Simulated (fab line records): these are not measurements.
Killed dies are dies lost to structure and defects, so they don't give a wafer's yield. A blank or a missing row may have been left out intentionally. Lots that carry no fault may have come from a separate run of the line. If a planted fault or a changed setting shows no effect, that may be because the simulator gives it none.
A lot that was struck, set against a sound lot -- flow gf180mcu -- 17 out of 602 route steps
Sound: the wafers L889.2, L889.3, L889.4. The struck wafers were L905.4, L905.5, L905.6. At the end, the cause is stated.
For every step that has rows: the tool of each side, followed by ch and its chambers, followed by its first start. Under that, the readings that differ: sound wafers -- struck wafers -- difference of the means -- sigmas: that difference in standard deviations of wafers without a fault.
alike: readings with means less than 2 such deviations apart, plus words and numbers identical on both sides. not compared: withheld readings, readings lacking a value on some wafer, bounds such as >300 that could conceal the same value, and numbers that have no deviation in the record and whose values overlap.
A row with sigmas, a row that says differs or no value, or rows on one side alone: a step with any of these is where the two part. Numbers that have no deviation but don't overlap get no sigmas and don't part them. Lack of a reading on every wafer of one side parts them only where that side has two or more wafers.

first, 3 steps without rows for these wafers: GF_HV_LDD_EXPOSE_04 (exposes mask Nplus LV AREA, target cd 400 nm); GF_HV_LDD_PEB_05; GF_HV_LDD_DEVELOP_06 (develop time 60 s).
GF_HV_LDD_CD_MEAS_07 targets a cd of 400 nm.
  sound on cdSem-01, day 10 09:35; struck on cdSem-02, day 15 05:04
reading,sound,struck,difference,sigmas
cdNm (nm),404.8 405.0 405.9,397.8 399.1 400.3,-6.2,-3
GF_HV_LDD_OVL_MEAS_08:
  sound on overlay-02, day 10 09:41; struck on overlay-02, day 15 05:09
  alike: HV_LDD_OVL
after that, 1 step had no rows for these wafers: GF_HV_LDD_IMPLANT_09.
GF_HV_LDD_STRIP_10: strips in O2/N2.
  sound on plasmaAsher-01 ch 0,1, day 10 09:52; struck on plasmaAsher-03 ch 0,1, day 15 05:21
  alike: drypumpMotorCurrentA, heaterPowerW, o2FlowSccm, oesProductAu, platenTempC, stripTimeToEndpointS
  not compared: rfHoursCounterH
GF_HV_LDD_TW_MEAS_11:
  sound on filmMetro-02, day 10 09:59; struck on filmMetro-04, day 15 05:27
reading,sound,struck,difference,sigmas
HV_LDD_TW,2375 2378 2388,2432 2418 2429,+46,+2
then, 4 steps without rows for these wafers: GF_HV_LDD_DEHYDRATE_12 (time 60 s); GF_HV_LDD_HMDS_13 (prime time 60 s); GF_HV_LDD_COAT_14 (resist thk 1000 nm); GF_HV_LDD_SOFTBAKE_15 (time 60 s).
GF_HV_LDD_EXPOSE_16: exposes mask Pplus LV AREA, target cd 400 nm.
  sound on ilineStepper-01 ch 0, day 10 18:50; struck on ilineStepper-01 ch 0, day 15 16:48
reading,sound,struck,difference,sigmas
model.HV_LDD.overlayXNm (nm),0.1714 0.1714 0.1714,40.28 40.28 40.28,+40.11,
  alike: mask, focusOffsetNm
then, 2 steps without rows for these wafers: GF_HV_LDD_PEB_17; GF_HV_LDD_DEVELOP_18 (develop time 60 s).
GF_HV_LDD_CD_MEAS_19 targets a cd of 400 nm.
  sound on cdSem-01, day 11 03:55; struck on cdSem-02, day 16 02:28
  alike: cdNm
GF_HV_LDD_OVL_MEAS_20:
  sound on overlay-01, day 11 04:01; struck on overlay-02, day 16 02:44
reading,sound,struck,difference,sigmas
HV_LDD_01_OVL (nm),1.5 1.4 0.2,39.3 41.5 41.4,+39.7,+28
  not compared: hold

== WHERE THEY PART ==
First at GF_HV_LDD_CD_MEAS_07; last, within this record, at GF_HV_LDD_OVL_MEAS_20.

WHY: what had been put in by the simulator
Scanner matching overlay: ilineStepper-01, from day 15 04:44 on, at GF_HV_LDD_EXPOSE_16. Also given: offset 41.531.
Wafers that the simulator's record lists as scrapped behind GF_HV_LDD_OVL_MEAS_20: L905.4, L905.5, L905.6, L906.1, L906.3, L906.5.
